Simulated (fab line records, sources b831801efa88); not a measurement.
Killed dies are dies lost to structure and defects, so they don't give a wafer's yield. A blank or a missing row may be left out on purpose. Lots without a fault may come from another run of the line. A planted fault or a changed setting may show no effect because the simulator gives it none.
A struck lot beside a sound one | flow gf180mcu | 19 steps out of a route of 602
Sound: wafers L734.2, L734.3, L734.6. Struck: wafers L745.3, L745.4, L745.6. The cause comes at the end.
At each step with rows: each side's tool, then ch and its chambers, then its first start. Under that, the readings that differ: sound wafers | struck wafers | difference of the means | sigmas: that difference in standard deviations of wafers without a fault.
alike: readings whose means differ by less than 2 such deviations, and words and numbers that are the same on both sides. not compared: withheld readings, readings that some wafer has no value for, bounds like >300 that may hide the same value, and numbers for which the record gives no deviation and whose values overlap.
The two part at a step that has a row with sigmas, a row that says differs or no value, or rows on one side only. Numbers that don't overlap but have no deviation are shown without sigmas and don't part them. A reading that every wafer of one side lacks parts them only if that side has two wafers or more.

first, 3 steps without rows for these wafers: GF_HV_LDD_EXPOSE_04 (exposes mask Nplus LV AREA, target cd 400 nm); GF_HV_LDD_PEB_05; GF_HV_LDD_DEVELOP_06 (develop time 60 s).
GF_HV_LDD_CD_MEAS_07: target cd 400 nm.
  sound on cd_sem-01, day 10 01:46; struck on cd_sem-02, day 13 12:34
  reading    | sound             | struck            | difference | sigmas
  cd_nm (nm) | 397.6 399.9 396.9 | 404.7 402.1 401.9 | +4.8       | +3
GF_HV_LDD_OVL_MEAS_08:
  sound on overlay-02, day 10 01:53; struck on overlay-02, day 13 12:39
  alike: HV_LDD_OVL
then, 1 step without rows for these wafers: GF_HV_LDD_IMPLANT_09.
GF_HV_LDD_STRIP_10: strips in O2/N2.
  sound on plasma_asher-01 ch 0,1, day 10 02:04; struck on plasma_asher-01 ch 0,1, day 13 12:52
  alike: drypump_motor_current_A, heater_power_w, oes_product_au, strip_time_to_endpoint_s
  not compared: rf_hours_counter_h
GF_HV_LDD_TW_MEAS_11:
  sound on film_metro-03, day 10 02:10; struck on film_metro-01, day 13 12:57
  reading   | sound          | struck         | difference | sigmas
  HV_LDD_TW | 2425 2405 2397 | 2469 2451 2457 | +50        | +2
then, 4 steps without rows for these wafers: GF_HV_LDD_DEHYDRATE_12 (time 60 s); GF_HV_LDD_HMDS_13 (prime time 60 s); GF_HV_LDD_COAT_14 (resist thk 1000 nm); GF_HV_LDD_SOFTBAKE_15 (time 60 s).
GF_HV_LDD_EXPOSE_16: exposes mask Pplus LV AREA, target cd 400 nm.
  sound on iline_stepper-01 ch 0, day 10 10:55; struck on iline_stepper-01 ch 0, day 13 22:49
  reading                        | sound                   | struck               | difference | sigmas
  model.HV_LDD.overlay_x_nm (nm) | -0.2227 -0.2227 -0.2227 | -99.83 -99.83 -99.83 | -99.61     |
  alike: mask
then, 2 steps without rows for these wafers: GF_HV_LDD_PEB_17; GF_HV_LDD_DEVELOP_18 (develop time 60 s).
GF_HV_LDD_CD_MEAS_19: target cd 400 nm.
  sound on cd_sem-01, day 10 20:16; struck on cd_sem-02, day 14 08:53
  alike: cd_nm
GF_HV_LDD_OVL_MEAS_20:
  sound on overlay-01, day 10 20:23; struck on overlay-01, day 14 08:59
  reading            | sound        | struck             | difference | sigmas
  HV_LDD_01_OVL (nm) | 1.0 -0.1 1.9 | -99.3 -99.3 -100.0 | -100.5     | -72
then, 1 step without rows for these wafers: GF_HV_LDD_IMPLANT_21.
-- the record jumps here: 18 days lie between the struck wafers' starts before and after (it left off in module HV_LDD and takes up again in module PASSIVATION, whose first step shown is number 602 of the route) --
GF_PASSIVATION_PROBE_99:
  the record has rows for the struck wafers here (prober-01, day 32 06:42) and none for the sound ones

WHERE THEY PART
First at GF_HV_LDD_CD_MEAS_07; last, within this record, at GF_PASSIVATION_PROBE_99.

WHY: what the simulator had put in
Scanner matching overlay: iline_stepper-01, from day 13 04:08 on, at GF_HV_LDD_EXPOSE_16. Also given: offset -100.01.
